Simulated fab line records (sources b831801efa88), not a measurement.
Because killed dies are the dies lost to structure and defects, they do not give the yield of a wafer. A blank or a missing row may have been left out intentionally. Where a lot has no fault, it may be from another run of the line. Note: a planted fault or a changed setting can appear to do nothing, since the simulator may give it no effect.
One fault through the eyes of 2 desks + flow gf180mcu + what lay behind the numbers comes last; until then each desk has only its own

FROM THE METROLOGY DESK
Means of the sampled wafers that have a number, per lot and without regard to the tool the lot ran on: this is what the gauges read. Marked OUT: a lot whose mean sits more than 4 standard deviations from the usual mean, which makes it out of limits; the brackets give that distance.
Columns: A = CONTACT_CVD_02_THK at GF_CONTACT_THK_MEAS_03, usual 859 nm; B = CONTACT_BOW at GF_CONTACT_BOW_MEAS_05, usual 65 um; C = CONTACT_OVL at GF_CONTACT_OVL_MEAS_15, usual 2 nm; D = CONTACT_W_RS at GF_CONTACT_RS_MEAS_25, usual 0.378 ohm/sq; E = CONTACT_W_THK at GF_CONTACT_THK_MEAS_26, usual 301 nm
| lot  | first seen here | A   | B  | C  | D                | E              |
|------|-----------------|-----|----|----|------------------|----------------|
| L169 | day 15 18:02    | 866 | 63 | 8  | 0.376            | 303            |
| L170 | day 15 18:27    | 851 | 65 | 11 | 0.376            | 305            |
| L173 | day 16 01:40    | 855 | 66 | -1 | 0.397 (+4.2) OUT | 290            |
| L175 | day 16 21:33    | 879 | 73 | 3  | 0.393            | 287            |
| L176 | day 17 01:04    | 848 | 62 | 4  | 0.405 (+6.2) OUT | 280 (-4.5) OUT |
| L181 | day 19 01:04    | 863 | 58 | -7 | 0.377            | 300            |
| L182 | day 19 05:12    | 857 | 67 | 2  | 0.379            | 298            |
| L183 | day 20 02:21    | 855 | 68 | -3 | 0.373            | 304            |
| L184 | day 20 05:59    | 845 | 59 | 1  | 0.373            | 304            |
| L186 | day 21 01:32    | 864 | 67 | 3  | 0.384            | 299            |
| L187 | day 21 06:14    | 865 | 61 | -3 | 0.384            | 300            |
| L188 | day 21 18:20    | 845 | 71 | -6 | 0.378            | 298            |
| L189 | day 22 00:38    | 858 | 67 | -2 | 0.384            | 293            |
| L190 | day 22 10:26    | 874 | 66 | 5  | 0.382            | 294            |
This desk reports L173, L176 out of limits; the earliest was L173 at day 17 02:08 (CONTACT_W_RS at GF_CONTACT_RS_MEAS_25). L169, L170, L175, L181, L182, L183, L184, L186, L187, L188, L189, L190 stayed within limits.

TOOL OWNER'S DESK, cvd_w-02
The tool's own readings at GF_CONTACT_CVD_24 (deposits W, target thk 300 nm, time 90.339 s): means of the sampled wafers that have a number, for each lot that ran on this tool. Marked OUT: a lot whose mean sits more than 4 standard deviations from the usual mean, which makes it out of limits; the brackets give that distance.
Columns: A = heater_power_w at GF_CONTACT_CVD_24, usual 899 W
| lot  | first seen here | A   |
|------|-----------------|-----|
| L170 | day 16 18:50    | 910 |
| L173 | day 17 01:58    | 927 |
| L175 | day 17 23:14    | 881 |
| L176 | day 18 02:43    | 855 |
| L182 | day 20 06:53    | 825 |
| L186 | day 22 01:01    | 829 |
| L187 | day 22 05:27    | 827 |
| L188 | day 22 18:00    | 873 |
| L189 | day 23 00:27    | 856 |
| L190 | day 23 09:59    | 866 |
This desk's finding: nothing out of limits on any of the 10 lots.

PUT TOGETHER
L173, L176 would have let the metrology desk raise an alarm at day 17 02:08.
Nothing out of limits was seen by the tool owner's desk.
The tool owner's desk has L173, L176 on record, within its limits.
On cvd_w-02, each named lot ran GF_CONTACT_CVD_24.

WHAT THE SIMULATOR HAD INSERTED
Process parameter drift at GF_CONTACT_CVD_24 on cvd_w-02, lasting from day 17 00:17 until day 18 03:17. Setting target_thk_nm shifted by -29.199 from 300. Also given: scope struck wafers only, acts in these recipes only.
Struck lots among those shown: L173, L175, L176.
Time in hours between the start of the fault and the first out-of-limits reading at each desk: metrology desk, 2.
